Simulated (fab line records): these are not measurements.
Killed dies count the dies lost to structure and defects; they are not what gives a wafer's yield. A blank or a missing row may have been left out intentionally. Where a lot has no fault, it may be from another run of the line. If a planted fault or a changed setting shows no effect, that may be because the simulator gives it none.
The same fault as seen by 2 desks :: flow gf180mcu :: numbers are kept per desk, each desk with only its own; the story behind them comes last

THE METROLOGY DESK
What the gauges read for every lot (on any tool): the sampled wafers with a number, averaged. If a lot's mean is further than 4 standard deviations from the usual mean, the lot is out of limits and carries the mark OUT (the distance appears in the brackets).
Columns: A = V5_BOW at GF_V5_BOW_MEAS_05, usual 136 um; B = V5_W_THK at GF_V5_THK_MEAS_25, usual 344 nm; C = TOP_METAL_ALCU_RS at GF_TOP_METAL_RS_MEAS_05, usual 0.0326 ohm/sq; D = TOP_METAL_ALCU_THK at GF_TOP_METAL_THK_MEAS_06, usual 929 nm
lot: L388
first seen here: day 26 07:39
A: 126
B: 337
C: 0.0324
D: 936

lot: L389
first seen here: day 26 17:12
A: 146
B: 345
C: 0.0323
D: 943

lot: L390
first seen here: day 27 01:23
A: 140
B: 345
C: 0.0324
D: 928

lot: L397
first seen here: day 30 02:26
A: 118
B: 346
C: 0.0272 (-14) OUT
D: 1153 (+19) OUT

lot: L403
first seen here: day 31 03:10
A: 133
B: 347
C: 0.0326
D: 925

lot: L404
first seen here: day 31 12:26
A: 136
B: 346
C: 0.0320
D: 952

lot: L406
first seen here: day 31 19:10
A: 131
B: 337
C: 0.0331
D: 921

lot: L407
first seen here: day 32 02:15
A: 130
B: 344
C: 0.0328
D: 925

lot: L408
first seen here: day 32 08:16
A: 132
B: 347
C: 0.0325
D: 937

lot: L409
first seen here: day 32 13:58
A: 138
B: 348
C: 0.0325
D: 923

lot: L410
first seen here: day 32 22:41
A: 143
B: 341
C: 0.0324
D: 936
This desk reports L397 out of limits; the earliest was L397 at day 30 22:14 (TOP_METAL_ALCU_RS at GF_TOP_METAL_RS_MEAS_05). Within limits: L388, L389, L390, L403, L404, L406, L407, L408, L409, L410.

AT THE TOOL OWNER'S DESK: pvd-sputter-02
The tool's own readings at GF_TOP_METAL_SPUTTER_02 (material AlCu, target thk 900 nm, time 47.82 s): means of the sampled wafers that have a number, for each lot that ran on this tool. If a lot's mean is further than 4 standard deviations from the usual mean, the lot is out of limits and carries the mark OUT (the distance appears in the brackets).
Columns: A = throttle-valve-pct at GF_TOP_METAL_SPUTTER_02, usual 29.8 %
lot: L388
first seen here: day 27 05:34
A: 29.7

lot: L389
first seen here: day 27 14:10
A: 29.3

lot: L397
first seen here: day 30 22:07
A: 29.8
Finding of this desk: none of the 3 lots has anything out of limits.

ALL TOGETHER
L397 would have let the metrology desk raise an alarm at day 30 22:14.
Nothing out of limits was seen by the tool owner's desk.
Tool owner's desk: L397 on record, inside its limits.
On pvd-sputter-02, each named lot ran GF_TOP_METAL_SPUTTER_02.

WHAT THE SIMULATOR HAD PUT IN
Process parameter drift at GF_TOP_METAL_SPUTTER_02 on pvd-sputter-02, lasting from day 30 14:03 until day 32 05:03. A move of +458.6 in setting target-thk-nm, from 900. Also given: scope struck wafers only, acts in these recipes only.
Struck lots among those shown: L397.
Time in hours between the start of the fault and the first out-of-limits reading at each desk: metrology desk, 8.
